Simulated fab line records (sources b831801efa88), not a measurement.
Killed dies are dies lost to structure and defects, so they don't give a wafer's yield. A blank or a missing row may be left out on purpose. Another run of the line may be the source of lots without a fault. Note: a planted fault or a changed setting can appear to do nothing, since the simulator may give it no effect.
Struck lot and sound lot, side by side	flow sfq line	13 out of 325 route steps
Sound: the wafers L813.1, L813.2, L813.6. Struck: wafers L833.1, L833.4 (left out: L833.2, a lot-mate that was not struck); the cause follows at the end.
At each step with rows: each side's tool, then ch and its chambers, then its first start. Under that, the readings that differ: sound wafers	struck wafers	difference of the means	sigmas: that difference in standard deviations of wafers without a fault.
alike: readings whose means differ by less than 2 such deviations, and words and numbers that are the same on both sides. not compared: withheld readings, readings that some wafer has no value for, bounds like >300 that may hide the same value, and numbers for which the record gives no deviation and whose values overlap.
A row with sigmas, a row that says differs or no value, or rows on one side alone: a step with any of these is where the two part. Numbers that have no deviation but don't overlap get no sigmas and don't part them. A reading missing from all wafers of one side parts the sides only when that side holds two or more wafers.

first, 1 step without rows for these wafers: SFQ_TRILAYER_M3_DEP_PRE_CLEAN_074 (time 22.5 s).
SFQ_TRILAYER_M3_DEP_SPUTTER_073: material Nb, target thk 200 nm, time 133.3 s.
  sound on pvd sputter-04, day 37 20:35; struck on pvd sputter-05, day 47 02:04
  alike: throttle valve pct
SFQ_M3_RS_MEAS_919: the measuring method here is four-point-probe.
  sound on film metro-02, day 37 20:40; struck on film metro-01, day 47 02:10
  alike: M3_NB_RS
then, 6 steps without rows for these wafers: SFQ_TRILAYER_M3_LITHO_COAT_080 (resist thk 62 nm); SFQ_TRILAYER_M3_LITHO_COAT_075 (resist thk 600 nm); SFQ_TRILAYER_M3_LITHO_SOFTBAKE_079; SFQ_TRILAYER_M3_LITHO_EXPOSE_076 (exposes mask M3, target cd 500 nm); SFQ_TRILAYER_M3_LITHO_PEB_078 (peb time 60 s); SFQ_TRILAYER_M3_LITHO_DEVELOP_077 (time 60 s).
-- the record jumps here: 4 days lie between the struck wafers' starts before and after --
SFQ_M3_OVL_MEAS_921:
  sound on overlay-01, day 44 01:29; struck on overlay-01, day 51 05:16
  alike: M3_OVL
SFQ_TRILAYER_M3_BARC_OPEN_METAL_ETCH_100: etches BARC in O2, target depth 125 nm, time 41.7 s.
  sound on rie metal-01 ch 0,1, day 44 01:31; struck on rie metal-04 ch 0, day 51 05:19
reading	sound	struck	difference	sigmas
rf fwd power W (W)	592.1 596.5 599.5	590.6 588.7	-6.4	-3
  alike: chamber pressure mTorr, drypump motor current A, oes product au
  not compared: rf hours counter h
SFQ_TRILAYER_M3_ETCH_METAL_ETCH_078: etches Nb in Cl2/Ar, stops on SiO2, target depth 240 nm, time 120 s.
  sound on rie metal-01 ch 0,1, day 44 01:35; struck on rie metal-04 ch 0, day 51 05:22
reading	sound	struck	difference	sigmas
rf fwd power W (W)	593.3 599.0 600.2	692.0 692.6	+94.8	+45
model.KrF_of_TRILAYER_M3_LITHO_COAT_075.thk nm (nm)	382.9 383.3 383.9	364.7 362.8	-19.6	
model.M3.feature depth nm (nm)	202.1 200 201	202.9 202.8	+1.8	
model.SiO2_of_TRILAYER_I2_DEP_PECVD_063.thk nm (nm)	193.1 193 193.9	190.1 189.3	-3.6	
  alike: chamber pressure mTorr, drypump motor current A, oes product au
  not compared: rf hours counter h
SFQ_TRILAYER_M3_STRIP_STRIP_079: strips in O2.
  sound on rie metal-01 ch 0,1, day 44 01:42; struck on rie metal-04 ch 0, day 51 05:29
  alike: chamber pressure mTorr, drypump motor current A, oes product au
  not compared: rf hours counter h

## WHERE THEY PART
At SFQ_TRILAYER_M3_BARC_OPEN_METAL_ETCH_100 first; at SFQ_TRILAYER_M3_ETCH_METAL_ETCH_078 last (within this record only). Later steps at which nothing parts them and some readings are alike: SFQ_TRILAYER_M3_STRIP_STRIP_079.

WHY: whatever the simulator had introduced
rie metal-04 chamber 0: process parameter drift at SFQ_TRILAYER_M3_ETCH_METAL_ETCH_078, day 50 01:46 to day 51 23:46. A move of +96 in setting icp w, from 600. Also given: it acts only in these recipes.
